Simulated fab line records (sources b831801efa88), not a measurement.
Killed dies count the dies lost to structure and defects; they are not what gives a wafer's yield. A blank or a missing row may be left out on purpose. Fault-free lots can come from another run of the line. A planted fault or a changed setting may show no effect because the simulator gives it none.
Struck lot and sound lot, side by side :: flow sky130 :: 29 steps out of a route of 708
Sound: these wafers, L453.2, L453.3, L453.5. Wafers L456.1, L456.3, L456.5 were the ones struck. The cause is named last.
Order at every step that has rows: each side's tool, ch and its chambers, its first start. Under that, the readings that differ: sound wafers :: struck wafers :: difference of the means :: sigmas: that difference in standard deviations of wafers without a fault.
alike: words and numbers the same on both sides, and readings whose means are apart by under 2 such deviations; not compared: readings that were withheld, readings missing a value for some wafer, numbers with overlapping values and no deviation given by the record, and bounds like >300 which may hide the same value.
The two part at a step that has a row with sigmas, a row that says differs or no value, or rows on one side only. When numbers do not overlap yet have no deviation, they are printed without sigmas and do not part them. A reading missing from all wafers of one side parts the sides only when that side holds two or more wafers.

first, 3 steps without rows for these wafers: SKY_METAL2_EXPOSE_12 (exposes mask MM2, target cd 140 nm); SKY_METAL2_PEB_13; SKY_METAL2_DEVELOP_14 (develop time 60 s).
SKY_METAL2_CD_MEAS_15: the cd target is 140 nm.
  sound: cd-sem-02 at day 37 06:58; struck: cd-sem-02 at day 38 06:26
  alike: cd-nm
SKY_METAL2_OVL_MEAS_16:
  sound: overlay-02 at day 37 07:04; struck: overlay-02 at day 38 06:33
  alike: METAL2_OVL
SKY_METAL2_DESCUM_17: chemistry O2, time 8 s.
  sound on rie-metal-03 ch 0, day 37 07:06; struck on rie-metal-03 ch 0, day 38 06:35
  alike: drypump-motor-current-A, oes-product-au
  not compared: rf-hours-counter-h
then, 1 step without rows for these wafers: SKY_METAL2_ETCH_18 (etches BARC in N2/H2, stops on SiO2, time 45.9 s, target depth 60 nm).
SKY_METAL2_METAL_ETCH_19: etches the open film in Cl2/BCl3, stops on SiO2, target depth 360 nm, time 78 s.
  sound on rie-metal-03 ch 0, day 37 07:19; struck on rie-metal-03 ch 0, day 38 06:46
reading: bcl3-flow-sccm (sccm)
sound: 29.97 29.95 29.88
struck: 30.11 30.18 30.09
difference: +0.19
sigmas: +2
  alike: drypump-motor-current-A, oes-product-au, throttle-valve-pct
  not compared: rf-hours-counter-h
then, 4 steps without rows for these wafers: SKY_METAL2_STRIP_20 (strips in O2/N2); SKY_METAL2_STRIP_21 (strips in post etch residue remover, time 1200 s); SKY_METAL2_CLEAN_22 (cleans in IPA, time 180 s); SKY_METAL2_CLEAN_23 (cleans in O3/DIW).
SKY_VIA2_HDPCVD_00: deposits SiO2, target thk 1180 nm, time 196.7 s.
  sound on hdpcvd-02 ch 0,1, day 37 08:04; struck on hdpcvd-01 ch 0,2, day 38 07:32
  no value came back on the struck wafers for pressure-mtorr (mTorr), run-length-s (s); on the sound wafers pressure-mtorr (mTorr) reads 5.998 5.974 6.004
SKY_VIA2_CMP_02: polishes SiO2.
  sound on cmp-02 ch 0,2,3, day 37 08:15; struck on cmp-02 ch 0,2,3, day 38 07:47
  alike: head-pressure-psi, motor-current-A, slurry-filter-dp-kPa
SKY_VIA2_BOW_MEAS_03:
  sound: film-metro-04 at day 37 08:34; struck: film-metro-04 at day 38 08:02
  alike: VIA2_BOW
then, 8 steps without rows for these wafers: SKY_VIA2_DEHYDRATE_04 (time 60 s); SKY_VIA2_HMDS_05 (prime time 60 s); SKY_VIA2_COAT_06 (resist thk 60 nm); SKY_VIA2_COAT_07 (resist thk 450 nm); SKY_VIA2_SOFTBAKE_08 (time 90 s); SKY_VIA2_EXPOSE_09 (exposes mask VIM2, target cd 200 nm); SKY_VIA2_PEB_10; SKY_VIA2_DEVELOP_11 (develop time 60 s).
SKY_VIA2_CD_MEAS_12: the cd target is 200 nm.
  sound: cd-sem-02 at day 38 10:11; struck: cd-sem-02 at day 39 09:28
  alike: cd-nm
SKY_VIA2_OVL_MEAS_13:
  sound: overlay-02 at day 38 10:17; struck: overlay-02 at day 39 09:35
reading: VIA2_OVL (nm)
sound: -5 -2 -3
struck: 12 7 9
difference: +13
sigmas: +2
SKY_VIA2_ETCH_14: etches BARC in N2/H2, stops on SiO2, time 45.9 s, target depth 60 nm.
  sound on rie-diel-04 ch 2,3, day 38 10:19; struck on rie-diel-03 ch 0,3, day 39 09:38
reading: oes-product-au (a.u.)
sound: 0.860 0.861 0.857
struck: 0.849 0.852 0.847
difference: -0.010
sigmas: -2
  alike: drypump-motor-current-A, throttle-valve-pct
  not compared: rf-hours-counter-h
SKY_VIA2_ETCH_15: etches SiO2 in C4F8/O2/Ar, stops on TiN, target depth 546 nm, time 84 s.
  sound on rie-diel-04 ch 2,3, day 38 10:21; struck on rie-diel-03 ch 0,3, day 39 09:40
reading: oes-product-au (a.u.)
sound: 0.936 0.946 0.941
struck: 0.375 0.376 0.380
difference: -0.564
sigmas: -99 or more

reading: model.etch.depth-nm (nm)
sound: 493.9 497 494.7
struck: 0 0 0
difference: -495
sigmas: 
  not compared: rf-hours-counter-h
SKY_VIA2_STRIP_16: strips in O2/N2.
  sound on plasma-asher-03 ch 0,1, day 38 10:25; struck on plasma-asher-01 ch 0, day 39 09:44
  alike: drypump-motor-current-A, oes-product-au, strip-time-to-endpoint-s
  not compared: rf-hours-counter-h
-- the record jumps here: 9 days lie between the struck wafers' starts before and after (it left off in module VIA2 and takes up again in module PAD_OPEN, whose first step shown is number 708 of the route) --
SKY_PAD_OPEN_PROBE_99:
  record: rows for the struck wafers here (prober-01, day 48 05:52), none for the sound ones

== WHERE THEY PART ==
At SKY_METAL2_METAL_ETCH_19 first; at SKY_PAD_OPEN_PROBE_99 last (within this record only).

WHY: what had been put in by the simulator
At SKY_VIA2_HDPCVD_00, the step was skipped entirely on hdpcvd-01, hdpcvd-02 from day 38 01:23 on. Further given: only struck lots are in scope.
